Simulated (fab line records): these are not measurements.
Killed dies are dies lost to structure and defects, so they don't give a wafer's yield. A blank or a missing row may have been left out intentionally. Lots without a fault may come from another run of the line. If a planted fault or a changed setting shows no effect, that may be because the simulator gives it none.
fab line records	flow sfqLine
record: lots: 14	wafers: 42	lastDay: 82
route steps=325 shown I6@266 M7@288 M8@325
lots untouched by any fault: they come from a run of this same line in which no faults occurred
startH: hours from the record's first day to the start of the lot's first wafer shown	waitH: hours since the lot's step before	" the same as in the row above	L1.1+2: a single row standing in for several wafers	- value missing, or start not given	* or withheld: withheld	< > ~ a bound
route shown NAME@n: names a module that has steps shown in the file, with the first one's number in the route	usual: mean/standard deviation of fault-free wafers	same: alike in all rows	chamber/n: place in a boat	sites: each site's reading	_std_site: standard deviation across them	_edge_site: the outer-site mean with the inner-site mean subtracted	radiusMm: how far each site lies from the wafer's centre	mask NAME#n: copy n	behind: the last tool/chamber to shape the wafer	hold: what put the lot on hold/how long, in hours/how the hold closed	device: whichever transistor did not switch (one of n, p or np)	end of line: at the end of the route, the tests of the same wafers	a step given without rows: its recipe and nothing more	killed: dies that structure and defects cost at the first sort, which is not the same as the wafer's yield	map: the dies of a wafer, with x for killed, . for not killed, _ for no die there
set.NAME: the setting as run; set.NAME@STEP: as run at that earlier step	model.NAME: the simulator's own value behind a step, which no gauge read
a sample of lots followed through the steps of the route, with each step as a table and each wafer as a row
services: from which hour (startH, from the record's first day; less than 0 if before it) a tool's chamber was out of use, for how many hours, and why
== steps ==
step: SFQ_TRILAYER_I6_DEP_PECVD_165
recipe: material: SiO2	tempC: 150	timeS: 111.11	pressureTorr: 2.4	rfW: 183.3	precursor: SiH4/N2O	targetThkNm: 500
usual: chamberPressureTorr: 2.400/0.0057	heaterPowerOuterW: 28/8.9	heaterPowerW: 78/17	throttleValvePct: 24.7/1.6
lot.wafer	tool	chamber	startH	waitH	chamberPressureTorr	heaterPowerOuterW	heaterPowerW	throttleValvePct
L125.2	pecvd-02	2	1505.57	0.0	2.393	30	77	27.3
L125.5	"	2	"	"	2.399	32	80	27.5
L125.6	"	0	"	"	2.400	18	69	24.5
L127.1	pecvd-02	2	1511.57	0.0	2.396	40	89	27.2
L127.2	"	0	"	"	2.400	25	79	24.5
L127.3	"	1	"	"	2.402	23	61	24.0
L128.1	pecvd-01	1	1515.95	0.0	2.395	38	86	24.0
L128.4	"	2	"	"	2.404	17	58	26.4
L128.6	"	0	"	"	2.398	44	117	25.7
L129.1	pecvd-03	2	1526.72	0.0	2.402	18	72	26.0
L129.3	"	1	"	"	2.399	23	72	22.8
L129.5	"	2	"	"	2.402	20	75	26.0
L131.1	pecvd-02	2	1717.67	0.0	2.404	32	77	22.7
L131.5	"	1	"	"	2.396	21	59	22.9
L131.6	"	0	"	"	2.403	23	79	22.9
L135.2	pecvd-03	2	1735.67	0.0	-	-	-	-
L135.3	"	0	"	"	-	-	-	-
L135.6	"	1	"	"	-	-	-	-
L136.1	pecvd-02	0	1740.47	0.0	-	-	-	-
L136.3	"	2	"	"	-	-	-	-
L136.6	"	1	"	"	-	-	-	-
L137.1	pecvd-02	0	1743.03	0.0	2.398	21	75	22.9
L137.5	"	0	"	"	2.400	24	76	22.9
L137.6	"	2	"	"	2.396	21	65	22.7
L140.2	pecvd-02	2	1769.13	0.0	2.398	26	70	22.8
L140.5	"	2	"	"	2.396	30	76	22.8
L140.6	"	1	"	"	2.405	24	61	22.9
L141.2	pecvd-03	0	1777.53	0.0	2.395	46	103	25.4
L141.3	"	1	"	"	2.405	18	66	23.3
L141.5	"	0	"	"	2.396	46	103	25.6
L142.4	pecvd-03	1	1786.07	0.0	2.398	29	84	23.0
L142.5	"	0	"	"	2.414	44	100	25.7
L142.6	"	2	"	"	2.405	24	77	27.4
L143.1	pecvd-01	1	1788.43	0.0	2.390	38	84	24.6
L143.3	"	0	"	"	2.395	41	111	26.0
L143.6	"	0	"	"	2.391	42	116	25.5
L144.2	pecvd-03	2	1793.23	0.0	2.401	20	71	27.5
L144.3	"	1	"	"	2.393	23	74	23.2
L144.5	"	0	"	"	2.398	41	96	25.6
L145.3	pecvd-01	0	1796.42	0.0	2.399	30	97	26.0
L145.4	"	2	"	"	2.407	19	60	26.6
L145.5	"	0	"	"	2.395	33	102	25.7
step: SFQ_TRILAYER_I6_METRO_MEASURE_167
lot.wafer	tool	chamber	startH	waitH
L125.2+5+6	filmMetro-04	-	1510.77	0.3
L127.1+2+3	filmMetro-02	-	1516.57	0.1
L128.1+4+6	filmMetro-02	-	1522.57	0.1
L129.1+3+5	filmMetro-04	-	1537.82	0.1
L131.1+5+6	filmMetro-04	-	1721.55	0.1
L135.2+3+6	filmMetro-02	-	1740.87	0.3
L136.1+3+6	filmMetro-04	-	1743.67	0.1
L137.1+5+6	filmMetro-02	-	1746.67	0.1
L140.2+5+6	filmMetro-02	-	1776.73	0.3
L141.2+3+5	filmMetro-02	-	1792.73	0.3
L142.4+5+6	filmMetro-02	-	1808.13	0.6
L143.1+3+6	filmMetro-04	-	1809.88	0.1
L144.2+3+5	filmMetro-03	-	1810.73	0.3
L145.3+4+5	filmMetro-02	-	1813.28	0.5
step: SFQ_TRILAYER_I6_VIA_ETCH_VIA_ETCH_172
recipe: target: SiO2	stopOn: Nb	maskMaterial: PR	taperDeg: 20	chemistry: CHF3	targetDepthNm: 260	sourceW: 500	biasW: 80	pressureMtorr: 30	timeS: withheld
usual: chamberPressureMTorr: 30.000/0.025	drypumpMotorCurrentA: 5.6/0.44	oesProductAu: 0.854/0.0054
lot.wafer	tool	chamber	startH	waitH	chamberPressureMTorr	drypumpMotorCurrentA	oesProductAu
L125.2	rieDiel-04	1	1622.50	0.0	30.016	4.8	0.851
L125.5	"	2	"	"	29.966	5.6	0.854
L125.6	"	1	"	"	29.981	4.8	0.845
L127.1	rieDiel-01	0	1628.50	0.0	29.991	5.9	0.858
L127.2	"	2	"	"	29.964	5.7	0.855
L127.3	"	1	"	"	30.046	5.8	0.858
L128.1	rieDiel-02	3	1636.90	0.0	30.027	5.3	0.848
L128.4	"	1	"	"	29.993	5.1	0.853
L128.6	"	2	"	"	29.994	5.6	0.846
L129.1	rieDiel-02	2	1650.10	0.0	30.020	5.6	0.851
L129.3	"	0	"	"	30.001	6.4	0.864
L129.5	"	3	"	"	29.983	5.3	0.843
L131.1	rieDiel-04	0	1725.07	0.0	29.980	6.1	0.855
L131.5	"	1	"	"	29.950	4.8	0.853
L131.6	"	2	"	"	30.025	5.5	0.853
L135.2	rieDiel-04	0	1749.01	0.0	29.960	6.1	0.383
L135.3	"	2	"	"	30.032	5.5	0.377
L135.6	"	0	"	"	30.018	6.1	0.384
L136.1	rieDiel-02	2	1751.41	0.0	30.032	5.6	0.374
L136.3	"	0	"	"	30.039	6.3	0.375
L136.6	"	2	"	"	30.058	5.6	0.376
L137.1	rieDiel-02	1	1755.01	0.0	29.979	5.1	0.858
L137.5	"	0	"	"	29.989	6.4	0.849
L137.6	"	2	"	"	30.018	5.6	0.855
L140.2	rieDiel-04	3	1836.98	0.0	29.972	5.6	0.862
L140.5	"	0	"	"	29.999	6.1	0.855
L140.6	"	3	"	"	29.983	5.6	0.853
L141.2	rieDiel-02	1	1858.71	0.0	29.985	5.1	0.856
L141.3	"	2	"	"	30.021	5.6	0.853
L141.5	"	2	"	"	29.993	5.5	0.851
L142.4	rieDiel-04	1	1884.03	0.0	30.041	4.9	0.858
L142.5	"	3	"	"	30.004	5.6	0.853
L142.6	"	2	"	"	30.006	5.5	0.854
L143.1	rieDiel-04	3	1887.63	0.0	30.042	5.5	0.854
L143.3	"	2	"	"	29.998	5.6	0.838
L143.6	"	0	"	"	30.036	6.2	0.843
L144.2	rieDiel-01	1	1890.03	0.0	30.010	5.8	0.849
L144.3	"	2	"	"	30.021	5.6	0.853
L144.5	"	0	"	"	29.983	5.9	0.852
L145.3	rieDiel-02	1	1892.43	0.0	29.970	5.1	0.863
L145.4	"	3	"	"	29.937	5.3	0.854
L145.5	"	2	"	"	30.001	5.6	0.851
step: SFQ_TRILAYER_M7_LITHO_EXPOSE_178
recipe: maskId: M7	na: 0.6	sourceShape: conventional	sigmaOuter: 0.65	targetCdNm: 500	doseMj: 14.4
usual: exposureDoseMJCm2: 14.398/0.014	focusOffsetNm: 0.0/0.59	na: 0.6/0
lot.wafer	tool	chamber	startH	waitH	mask	exposureDoseMJCm2	focusOffsetNm	na
L125.2	krfScanner-02	0	1644.05	-	M7#0	14.432	-0.9	0.6
L125.5	"	0	"	"	M7#0	14.395	0.4	0.6
L125.6	"	0	"	"	M7#0	14.420	-0.4	0.6
L127.1	krfScanner-02	0	1653.45	-	M7#0	14.389	0.2	0.6
L127.2	"	0	"	"	M7#0	14.410	0.1	0.6
L127.3	"	0	"	"	M7#0	14.385	-0.5	0.6
L128.1	krfScanner-02	0	1659.45	-	M7#0	14.396	0.1	0.6
L128.4	"	0	"	"	M7#0	14.405	-0.3	0.6
L128.6	"	0	"	"	M7#0	14.404	0.3	0.6
L129.1	krfScanner-02	0	1675.05	-	M7#0	14.419	0.2	0.6
L129.3	"	0	"	"	M7#0	14.413	-0.2	0.6
L129.5	"	0	"	"	M7#0	14.395	-0.7	0.6
L131.1	krfScanner-02	0	1727.74	-	M7#0	14.404	0.3	0.6
L131.5	"	0	"	"	M7#0	14.386	0.4	0.6
L131.6	"	0	"	"	M7#0	14.398	-0.3	0.6
L135.2	krfScanner-02	-	1756.04	-	M7#0	-	-	-
L135.3	"	-	"	"	M7#0	-	-	-
L135.6	"	-	"	"	M7#0	-	-	-
L136.1	krfScanner-02	-	1757.04	-	M7#0	-	-	-
L136.3	"	-	"	"	M7#0	-	-	-
L136.6	"	-	"	"	M7#0	-	-	-
L137.1	krfScanner-02	0	1761.84	-	M7#0	14.379	0.7	0.6
L137.5	"	0	"	"	M7#0	14.370	0.2	0.6
L137.6	"	0	"	"	M7#0	14.374	0.1	0.6
L140.2	krfScanner-01	0	1839.25	-	M7#0	14.351	0.7	0.6
L140.5	"	0	"	"	M7#0	14.393	1.2	0.6
L140.6	"	0	"	"	M7#0	14.374	1.0	0.6
L141.2	krfScanner-01	0	1861.68	-	M7#0	14.420	0.6	0.6
L141.3	"	0	"	"	M7#0	14.421	0.0	0.6
L141.5	"	0	"	"	M7#0	14.422	1.3	0.6
L142.4	krfScanner-02	0	1887.29	-	M7#0	14.422	0.7	0.6
L142.5	"	0	"	"	M7#0	14.413	0.6	0.6
L142.6	"	0	"	"	M7#0	14.420	0.1	0.6
L143.1	krfScanner-02	0	1889.57	-	M7#0	14.403	-0.5	0.6
L143.3	"	0	"	"	M7#0	14.394	-1.1	0.6
L143.6	"	0	"	"	M7#0	14.387	0.5	0.6
L144.2	krfScanner-02	0	1892.77	-	M7#0	14.409	-0.7	0.6
L144.3	"	0	"	"	M7#0	14.405	-0.8	0.6
L144.5	"	0	"	"	M7#0	14.389	0.2	0.6
L145.3	krfScanner-02	0	1894.77	-	M7#0	14.409	-0.9	0.6
L145.4	"	0	"	"	M7#0	14.384	-0.3	0.6
L145.5	"	0	"	"	M7#0	14.390	-0.5	0.6
step: SFQ_M8_BOW_MEAS_951
recipe: mode: bow
usual: M8_BOW: 6/11
lot.wafer	tool	chamber	startH	waitH	M8_BOW[um]
L125.2	filmMetro-01	-	1703.89	0.0	19
L125.5	"	-	"	"	19
L125.6	"	-	"	"	16
L127.1	filmMetro-01	-	1709.87	0.0	1
L127.2	"	-	"	"	0
L127.3	"	-	"	"	-8
L128.1	filmMetro-03	-	1714.67	0.0	7
L128.4	"	-	"	"	10
L128.6	"	-	"	"	-3
L129.1	filmMetro-04	-	1715.87	0.0	-2
L129.3	"	-	"	"	4
L129.5	"	-	"	"	3
L131.1	filmMetro-04	-	1746.46	0.0	-2
L131.5	"	-	"	"	7
L131.6	"	-	"	"	-14
L135.2	filmMetro-03	-	1824.86	0.0	10
L135.3	"	-	"	"	3
L135.6	"	-	"	"	25
L136.1	filmMetro-03	-	1826.04	0.0	-14
L136.3	"	-	"	"	-13
L136.6	"	-	"	"	-3
L137.1	filmMetro-03	-	1906.89	0.0	15
L137.5	"	-	"	"	12
L137.6	"	-	"	"	20
L140.2	filmMetro-01	-	1933.10	0.0	-14
L140.5	"	-	"	"	-6
L140.6	"	-	"	"	-8
L141.2	filmMetro-03	-	1951.01	0.0	21
L141.3	"	-	"	"	13
L141.5	"	-	"	"	17
L142.4	filmMetro-01	-	1967.68	0.1	4
L142.5	"	-	"	"	12
L142.6	"	-	"	"	5
L143.1	filmMetro-01	-	1970.03	0.0	13
L143.3	"	-	"	"	7
L143.6	"	-	"	"	6
L144.2	filmMetro-01	-	1976.04	0.0	11
L144.3	"	-	"	"	8
L144.5	"	-	"	"	32
L145.3	filmMetro-03	-	1978.47	0.0	2
L145.4	"	-	"	"	-7
L145.5	"	-	"	"	8
== services ==
tool	chamber	startH	hours	kind
pecvd-02	-	1488.36	6.0	pm
krfScanner-02	-	1489.95	3.6	pm
filmMetro-02	-	1505.67	0.5	pm
krfScanner-02	-	1514.41	1.0	pm
rieDiel-04	1	1520.40	4.3	repair
filmMetro-02	-	1533.98	1.5	pm
rieDiel-04	3	1541.19	6.3	repair
filmMetro-02	-	1543.86	1.2	pm
rieDiel-04	1	1582.31	9.0	repair
krfScanner-02	-	1583.60	21.0	pm
krfScanner-02	-	1607.00	1.3	pm
rieDiel-02	-	1637.06	2.8	pm
filmMetro-02	-	1651.43	0.2	pm
filmMetro-02	-	1654.10	0.3	pm
krfScanner-02	-	1668.07	0.2	repair
krfScanner-02	-	1683.45	1.0	pm
filmMetro-02	-	1750.67	1.6	pm
krfScanner-02	-	1782.24	1.3	pm
filmMetro-02	-	1788.86	0.7	pm
krfScanner-02	-	1842.61	4.4	pm
krfScanner-02	-	1852.41	1.0	pm
krfScanner-02	-	1869.66	0.2	repair
krfScanner-02	-	1870.39	5.5	repair
krfScanner-02	-	1874.47	1.6	repair
== key ==
firstSign: step: SFQ_TRILAYER_I6_DEP_PECVD_165	reading: toolRecord	direction: missing
effect: step: SFQ_TRILAYER_I6_VIA_ETCH_VIA_ETCH_172	reading: oesProductAu	direction: down	sigmas: 88	usual: 0.854	struck: 0.378
effect: step: SFQ_TRILAYER_M7_LITHO_EXPOSE_178	reading: toolRecord	direction: missing
metAt SFQ_TRILAYER_I6_DEP_PECVD_165
struckLots L135,L136
notActingAt SFQ_M8_BOW_MEAS_951
onsetBetween 1717.67 1735.67
fault: kind: skippedStepWhole	tool: pecvd-02,pecvd-03	chamber: -	onsetH: 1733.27	steps: SFQ_TRILAYER_I6_DEP_PECVD_165	scope: struckLotsOnly
